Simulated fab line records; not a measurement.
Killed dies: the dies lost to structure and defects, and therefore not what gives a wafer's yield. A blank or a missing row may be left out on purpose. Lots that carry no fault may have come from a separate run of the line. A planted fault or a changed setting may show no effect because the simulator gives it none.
Chamber matching | flow gf180mcu | GF_V3_CMP_04 on cmp-01: 4 sister chambers
The step polishes SiO2. 8 wafers are shown with their chamber, then 9 later ones without.

== WAFERS WITH THEIR CHAMBER ==
wafer  | chamber | motor_current_A (A) | time_to_endpoint_s (s)
L488.6 | 0       | 10.8                | 78
L491.4 | 3       | 11.6                | 80
L498.1 | 1       | 11.4                | 88
L498.2 | 2       | 11.5                | 80
L498.3 | 3       | 11.8                | 79
L501.1 | 0       | 10.8                | 81
L501.2 | 2       | 10.9                | 76
L501.6 | 1       | 11.1                | 82

== WAFERS WHOSE CHAMBER IS MISSING ==
wafer  | motor_current_A (A) | time_to_endpoint_s (s)
L505.2 | 10.3                | 82
L505.3 | 11.0                | 87
L505.5 | 12.3                | 83
L507.1 | 11.1                | 76
L507.3 | 11.1                | 77
L507.4 | 10.9                | 83
L508.3 | 11.1                | 86
L508.5 | 12.2                | 87
L508.6 | 10.9                | 88

== EACH ONE'S CHAMBER ==
wafer  | from the rows above          | in truth
L505.2 | can't be placed: 0 or 2 or 1 | 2
L505.3 | can't be placed: 1 or 0      | 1
L505.5 | can't be placed: 3 or 1      | 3
L507.1 | can't be placed: 2 or 0 or 3 | 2
L507.3 | can't be placed: 2 or 0      | 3
L507.4 | can't be placed: 0 or 1 or 2 | 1
L508.3 | can't be placed: 1 or 0      | 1
L508.5 | can't be placed: 3 or 1 or 2 | 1
L508.6 | can't be placed: 1 or 0      | 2
Correct placement for 0 of the 9. Can't be placed from these rows: 9 (the true chamber is among the candidates in 7). Number placed wrongly: 0.
How it was worked out, from the rows above alone: a wafer's distance from a chamber is the root of the sum, over the readings, of the square of ((its reading less the chamber's mean) divided by the reading's scatter). If the next closest chamber is less than 2 further off than the closest, the wafer can't be placed; otherwise it belongs to the closest. Each chamber's mean is taken over the wafers shown for it. The scatter: the root of (the sum of the squares of (reading less its chamber's mean) over the shown wafers, divided by (wafers less chambers)).
